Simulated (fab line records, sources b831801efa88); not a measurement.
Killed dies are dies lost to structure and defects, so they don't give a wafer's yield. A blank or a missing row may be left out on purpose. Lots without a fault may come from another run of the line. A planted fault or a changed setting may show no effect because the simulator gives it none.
Chamber matching | flow sky130 | SKY_VIA3_ETCH_14 on rie_diel-01: 4 sister chambers
The step etches BARC in N2/H2, stops on SiO2, time 45.9 s, target depth 60 nm. 4 wafers are shown with their chamber, then 10 later ones without.

WAFERS WITH THEIR CHAMBER
wafer  | chamber | drypump_motor_current_A (A)
L088.1 | 3       | 5.8
L088.5 | 1       | 5.7
L091.1 | 2       | 6.5
L091.3 | 0       | 5.7

WAFERS WITHOUT THEIR CHAMBER
wafer  | drypump_motor_current_A (A)
L091.4 | 5.7
L094.1 | 5.8
L094.3 | 5.7
L094.6 | 5.7
L095.1 | 6.5
L095.4 | 5.7
L095.5 | 5.6
L097.3 | 5.7
L097.4 | 5.8
L097.5 | 5.8

WHICH CHAMBER EACH WENT THROUGH
wafer  | from the rows above     | in truth
L091.4 | can't be placed: 0 or 1 | 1
L094.1 | 3                       | 3
L094.3 | can't be placed: 0 or 1 | 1
L094.6 | can't be placed: 0 or 1 | 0
L095.1 | 2                       | 2
L095.4 | can't be placed: 0 or 1 | 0
L095.5 | can't be placed: 0 or 1 | 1
L097.3 | can't be placed: 0 or 1 | 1
L097.4 | 3                       | 3
L097.5 | 3                       | 3
Placed correctly: 4 of 10. Can't be placed from these rows: 6 (the true chamber is among the candidates in 6). Placed wrongly: 0.
How it was worked out, from the rows above alone: a wafer's distance from a chamber is the root of the sum, over the readings, of the square of ((its reading less the chamber's mean) divided by the reading's scatter). The wafer belongs to the nearest chamber; if the next one is less than 2 further off, it can't be placed. A chamber's mean is the mean of its shown wafers. The scatter: with one shown wafer a chamber, the root of the mean of the squares of how far each hidden wafer lies from its nearest shown one.
